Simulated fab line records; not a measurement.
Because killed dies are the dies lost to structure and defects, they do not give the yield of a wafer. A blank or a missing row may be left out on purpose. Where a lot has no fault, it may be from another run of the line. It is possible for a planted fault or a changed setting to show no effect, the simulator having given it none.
Which tool was responsible?	flow sky130	route of 708 steps, sampled at 1 step: 14 lots, 42 wafers

== WHAT THE GAUGES READ, wafer by wafer ==
The record lacks any reading of a measuring or inspecting step that a usual standard deviation could be used to judge.

== TOOL THAT RAN EACH LOT (tool first, then ch and the chambers of the sampled wafers, then the start) ==
lot	SKY_LDD_P_EXPOSE_04
L380	iline_stepper-01 ch 0, day 19 04:55
L381	iline_stepper-01 ch 0, day 19 05:41
L383	iline_stepper-01 ch 0, day 19 11:31
L384	iline_stepper-01 ch 0, day 19 23:44
L388	iline_stepper-02, day 21 13:43
L387	iline_stepper-02, day 21 14:38
L394	iline_stepper-02 ch 0, day 23 19:07
L395	iline_stepper-02 ch 0, day 24 06:49
L397	iline_stepper-01 ch 0, day 24 18:17
L398	iline_stepper-02 ch 0, day 25 01:16
L399	iline_stepper-02 ch 0, day 25 04:55
L401	iline_stepper-01 ch 0, day 26 02:33
L403	iline_stepper-01 ch 0, day 26 07:56
L402	iline_stepper-01 ch 0, day 26 11:02
- SKY_LDD_P_EXPOSE_04: exposes mask PSDM, target cd 380 nm.

== WHAT THE TOOLS THEMSELVES READ (means of the sampled wafers that have a number; where no wafer has one, the mark that the record gives instead) ==
SKY_LDD_P_EXPOSE_04.
lot	tool	exposure_dose_mJ_cm2	focus_offset_nm (nm)
L380	iline_stepper-01	137.95	0.2
L381	iline_stepper-01	137.95	0.3
L383	iline_stepper-01	137.87	0.6
L384	iline_stepper-01	137.84	0.1
L388	iline_stepper-02	-	-
L387	iline_stepper-02	-	-
L394	iline_stepper-02	137.91	-0.1
L395	iline_stepper-02	138.08	0.4
L397	iline_stepper-01	138.04	0.1
L398	iline_stepper-02	137.74	-0.7
L399	iline_stepper-02	138.11	-0.1
L401	iline_stepper-01	137.83	-0.1
L403	iline_stepper-01	137.85	-0.2
L402	iline_stepper-01	138.05	0.5

== THE ANSWER, worked out from the rows above alone ==
Rule: the usual values come from the lots themselves. The widest of any qualifying gaps counts: lots, ordered by their means at a reading, are off when they make up no more than a third of the lots, leave a main group of 4 or more, and stand apart from it by 3 or more times the standard deviation of that group's means. The tables above print the reading to a certain number of digits; a main group whose means all agree to those digits is not used. Also off: a lot with no number at a reading for which 4 or more lots have one. All remaining lots with rows at the step are treated as sound. After the gauges, taken in route order, come the tools' own readings; for these a lot's mean is taken, as printed above. The first step at which some lot is off is used, and at that step the reading that is off furthest; a lot without a number counts as furthest.
Off: L388, L387, at SKY_LDD_P_EXPOSE_04 (exposure_dose_mJ_cm2). Without a number there: L388, L387. Main group: mean 137.94, sd 0.11.
A tool fits if, at that step or a process step before it, it ran every lot that is off, and no sound lot after the first of them. None of those tried fits.

== WHAT THE SIMULATOR PUT IN ==
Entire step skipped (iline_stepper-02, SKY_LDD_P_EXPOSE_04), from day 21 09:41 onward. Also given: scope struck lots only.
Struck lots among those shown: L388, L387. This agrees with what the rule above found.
